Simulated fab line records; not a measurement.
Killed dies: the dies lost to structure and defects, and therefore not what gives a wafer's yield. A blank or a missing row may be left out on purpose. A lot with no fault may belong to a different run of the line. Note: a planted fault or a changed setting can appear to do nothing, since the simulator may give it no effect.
8D (eight disciplines) problem report, filled in by code + flow sky130 + the parts of the form that need people (team, actions taken, sign-off) are left out

## 1. THE PROBLEM
Wafers free of any fault read 624.6 ohm/sq (standard deviation 1.4) for NWELL_RS at SKY_NWELL_RS_MEAS_29, against a mean of 635.0 ohm/sq on 9 wafers of 3 lots. Measured from the usual mean, that is +7.4 standard deviations.
The step: measures by four-point-probe.
Earliest sighting: wafer L882.2 on film-metro-01 at day 7 13:49. The record has a number at this step for 39 wafers belonging to 13 lots. By rule, "out" or "out of limits" means more than 4 standard deviations away from the usual mean. Any other wafer with a number is counted as sound.

## 2. WHAT IT IS, AND WHAT IT ISN'T
| question                    | is                           | is not                                                                                       |
|-----------------------------|------------------------------|----------------------------------------------------------------------------------------------|
| which readings at this step | NWELL_RS                     | -                                                                                            |
| which lots                  | L882, L883, L886             | L874, L875, L877, L880, L881, L888, L893, L894, L896, L897                                   |
| which wafers of those lots  | all that have a number       | -                                                                                            |
| read on which gauges        | film-metro-01, film-metro-03 | film-metro-02                                                                                |
| when                        | from day 7 13:49             | up to then (15 sound wafers); but 15 sound wafers of L888, L893, L894, L896, L897 came after |

## 3. WHAT RULES OUT EACH SUSPECT
Counting: a tool at a process step up to the reading stays a suspect if it ran every lot that is out and no sound lot after the first of them.
- ruled out: the gauge at SKY_NWELL_RS_MEAS_29. Those wafers that are out were read across 2 gauges (film-metro-01, film-metro-03).
- implanter-02 at SKY_NWELL_IMPLANT_12: kept. Every lot that is out went through it, starting with L882 (day 6 17:21), and after that it ran no sound lot; the last sound lot it ran before then is L881 (day 6 05:30). On those wafers its own readings are out: dose-ions-cm2, faraday-current-uA.
After counting, what remains is implanter-02 at SKY_NWELL_IMPLANT_12.

## 4. THE CAUSE (what the simulator had put in)
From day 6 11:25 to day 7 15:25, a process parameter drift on implanter-02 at SKY_NWELL_IMPLANT_12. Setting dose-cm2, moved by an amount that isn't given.
Only this tool survived the counting.

## 5. THE EFFECT CHAIN, in route order
Each row: a reading whose mean over the struck wafers that have a number lies more than 3 standard deviations from the usual. Only readings whose record carries a usual standard deviation are examined. hours: median over the lots of the time between each lot's start at the first step of this table that gives one and its start at this step. sigmas: the change, counted in usual standard deviations.
| hours | step                 | reading            | usual        | on struck wafers | change      | sigmas      |
|-------|----------------------|--------------------|--------------|------------------|-------------|-------------|
| 0     | SKY_NWELL_IMPLANT_12 | dose-ions-cm2      | 1.3001e+12   | 9.5012e+11       | -3.4998e+11 | -99 or more |
| 0     | SKY_NWELL_IMPLANT_12 | faraday-current-uA | 7.32         | 5.36             | -1.96       | -13         |
| 20    | SKY_NWELL_RS_MEAS_29 | NWELL_RS           | 624.6 ohm/sq | 635.0            | +10.4       | +7.4        |
Its process steps:
- SKY_NWELL_IMPLANT_12

## 6. WHAT WOULD HAVE CAUGHT IT SOONER
26 hours passed between the start of the fault at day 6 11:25 and the first reading out of limits at a measuring or inspecting step in this record, taken at day 7 13:49.
Tool's own readings at SKY_NWELL_IMPLANT_12, dose-ions-cm2, faraday-current-uA: out on all struck wafers the step has rows for; an alarm limit on them would have tripped on the first.
The start of SKY_NWELL_IMPLANT_12 on implanter-02 came by day 7 13:49 for every one of the lots that are out (3). A hold on the tool at that time would have spared none of them.
